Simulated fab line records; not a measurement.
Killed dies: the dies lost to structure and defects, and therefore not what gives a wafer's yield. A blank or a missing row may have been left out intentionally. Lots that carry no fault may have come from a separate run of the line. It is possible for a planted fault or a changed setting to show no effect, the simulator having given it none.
Which tool was responsible? | flow gf180mcu | Sampling: 11 lots, 33 wafers, 5 of 602 route steps

== WHAT THE GAUGES READ, wafer by wafer ==
GF_TOP_METAL_OVL_MEAS_15.
lot  | measured     | on         | TOP_METAL_OVL (nm)
L536 | day 28 13:57 | overlay-02 | 1.5 0.6 0.2
L537 | day 29 00:16 | overlay-02 | -0.3 0.4 -1.2
L538 | day 29 05:27 | overlay-01 | 1.0 1.2 0.2
L539 | day 29 14:25 | overlay-01 | -0.3 -0.4 0.3
L543 | day 30 22:19 | overlay-02 | 0.8 0.2 2.1
L544 | day 31 05:16 | overlay-01 | -2.2 -2.3 -0.9
L550 | day 32 20:31 | overlay-01 | -2.6 -2.8 -2.3
L553 | day 33 07:37 | overlay-01 | 0.1 -0.7 -0.4
L554 | day 33 16:07 | overlay-01 | -2.1 -1.5 -0.2
L555 | day 33 20:10 | overlay-02 | 2.1 1.7 1.6
L556 | day 34 02:03 | overlay-02 | 0.1 0.0 -1.0

GF_PASSIVATION_THK_MEAS_01.
lot  | measured     | on           | PASSIVATION_CVD_00_THK (nm)
L536 | day 28 14:49 | filmMetro-01 | 987 985 1014
L537 | day 29 01:05 | filmMetro-04 | 994 1017 1009
L538 | day 29 06:28 | filmMetro-04 | 983 975 993
L539 | day 29 15:18 | filmMetro-01 | 999 1004 1000
L543 | day 30 23:20 | filmMetro-04 | 985 1001 1012
L544 | day 31 06:05 | filmMetro-01 | 984 1015 1010
L550 | day 32 21:23 | filmMetro-01 | 1128 1150 1144 1129 1150 1143
L553 | day 33 08:28 | filmMetro-01 | 1110 1144 1149 1111 1143 1149
L554 | day 33 16:57 | filmMetro-04 | 1105 1114 1126 1106 1115 1126
L555 | day 33 20:59 | filmMetro-04 | 979 1011 1022
L556 | day 34 02:52 | filmMetro-03 | 997 1007 1016

GF_PASSIVATION_THK_MEAS_03.
lot  | measured     | on           | PASSIVATION_CVD_02_THK (nm)
L536 | day 28 15:12 | filmMetro-01 | 694 694 710
L537 | day 29 01:26 | filmMetro-03 | 705 700 701
L538 | day 29 06:49 | filmMetro-04 | 694 692 703
L539 | day 29 15:45 | filmMetro-04 | 694 715 709
L543 | day 30 23:41 | filmMetro-04 | 694 685 709
L544 | day 31 06:26 | filmMetro-03 | 700 702 708
L550 | day 32 23:40 | filmMetro-01 | 693 702 697
L553 | day 33 14:02 | filmMetro-03 | 692 706 702
L554 | day 33 21:59 | filmMetro-03 | 691 694 705
L555 | day 33 21:20 | filmMetro-03 | 700 711 705
L556 | day 34 03:13 | filmMetro-03 | 703 708 707

== WHICH TOOL RAN EACH LOT (tool, then ch and the chambers of the sampled wafers, then the start) ==
lot  | GF_V5_CVD_02                    | GF_PASSIVATION_CVD_00
L536 | pecvd-02 ch 0,1,2, day 26 19:11 | pecvd-03 ch 0,1, day 28 14:44
L537 | pecvd-04 ch 0,1, day 27 05:56   | pecvd-01 ch 0,1,2, day 29 01:01
L538 | pecvd-01 ch 1,2, day 27 12:19   | pecvd-01 ch 0,1,2, day 29 06:23
L539 | pecvd-04 ch 0,1, day 27 21:43   | pecvd-03 ch 0,1, day 29 15:13
L543 | pecvd-04 ch 1,2, day 29 06:50   | pecvd-03 ch 0,2, day 30 23:15
L544 | pecvd-02 ch 1,2, day 29 15:05   | pecvd-01 ch 0,1,2, day 31 06:01
L550 | pecvd-02 ch 0,1,2, day 31 05:37 | pecvd-01 ch 0,1,2, day 32 21:17
L553 | pecvd-04 ch 0,2, day 31 20:26   | pecvd-01 ch 1,2, day 33 08:23
L554 | pecvd-04 ch 0,2, day 32 05:29   | pecvd-01 ch 0,1, day 33 16:52
L555 | pecvd-02 ch 0,2, day 32 08:48   | pecvd-03 ch 0,1,2, day 33 20:54
L556 | pecvd-04 ch 0,2, day 32 16:29   | pecvd-02 ch 0,2, day 34 02:48
- GF_V5_CVD_02: deposits SiO2 from TEOS, target thk 1450 nm, time 163.28 s.
- GF_PASSIVATION_CVD_00: deposits SiO2 from TEOS, target thk 1000 nm, time 111.95 s.

== WHAT THE TOOLS THEMSELVES READ (means of the sampled wafers that have a number; where no wafer has one, the mark that the record gives instead) ==
GF_V5_CVD_02.
lot  | tool     | heaterPowerW (W) | rfFwdPowerW (W) | runLengthS (s)
L536 | pecvd-02 | 696              | 597.4           | 190.9
L537 | pecvd-04 | 565              | 597.7           | 191.2
L538 | pecvd-01 | 599              | 596.5           | 191.0
L539 | pecvd-04 | 605              | 597.8           | 191.0
L543 | pecvd-04 | 631              | 597.0           | 191.3
L544 | pecvd-02 | 633              | 598.1           | 190.9
L550 | pecvd-02 | 653              | 598.0           | 191.1
L553 | pecvd-04 | 673              | 598.9           | 191.8
L554 | pecvd-04 | 688              | 598.9           | 191.8
L555 | pecvd-02 | 721              | 597.0           | 191.2
L556 | pecvd-04 | 679              | 597.7           | 191.6

GF_PASSIVATION_CVD_00.
lot  | tool     | heaterPowerW (W) | rfFwdPowerW (W) | runLengthS (s)
L536 | pecvd-03 | 643              | 595.9           | 139.6
L537 | pecvd-01 | 583              | 596.8           | 139.8
L538 | pecvd-01 | 559              | 598.2           | 139.7
L539 | pecvd-03 | 595              | 596.1           | 139.4
L543 | pecvd-03 | 647              | 595.0           | 139.9
L544 | pecvd-01 | 581              | 595.7           | 139.9
L550 | pecvd-01 | 573              | 595.2           | 153.4
L553 | pecvd-01 | 600              | 597.4           | 153.4
L554 | pecvd-01 | 591              | 593.6           | 153.2
L555 | pecvd-03 | 603              | 597.9           | 139.7
L556 | pecvd-02 | 741              | 595.3           | 139.6

== THE ANSWER, worked out from the rows above alone ==
Rule: what is usual is taken from the lots themselves. Put in order of their means at a reading, lots are off if they are a third of the lots or fewer, leave a main group of 4 or more, and stand apart from it by a gap of 3 or more times the standard deviation of the main group's means; of several such gaps the widest counts. A main group is skipped when, at the precision printed for the reading in the tables above, its means are all equal. Also off: a lot with no number at a reading for which 4 or more lots have one. All remaining lots with rows at the step are treated as sound. Order of review: gauges by route order, followed by the tools' own readings, for which a lot's mean as printed above is used. The first step at which some lot is off is used, and at that step the reading that is off furthest; a lot without a number counts as furthest.
Off: L550, L553, L554, at GF_PASSIVATION_THK_MEAS_01 (PASSIVATION_CVD_00_THK). Main group: mean 1000 nm, sd 7.1.
If a tool, at a process step before that reading, ran all the lots that are off and no sound lot after the first of them, it fits. The gauges at GF_PASSIVATION_THK_MEAS_01 aren't tried: what is off there is off at GF_PASSIVATION_CVD_00 too, on other tools, and a gauge's error can't cause that. One candidate fits, namely pecvd-01 at GF_PASSIVATION_CVD_00. Its last sound lot is L544 (day 31 06:01), its first lot that is off L550 (day 32 21:17): a fault that began between those two fits.
On the lots that are off, the tool's own readings at GF_PASSIVATION_CVD_00 differ by more than 5 times the standard deviation of the sound lots' means, which bears it out; runLengthS reads 153.3 s there versus 139.7 s on the sound lots.

== WHAT THE SIMULATOR PUT IN ==
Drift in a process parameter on pecvd-01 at GF_PASSIVATION_CVD_00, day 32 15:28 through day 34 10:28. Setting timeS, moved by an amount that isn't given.
Shown lots that were struck: L550, L553, L554. The rule above found the same.
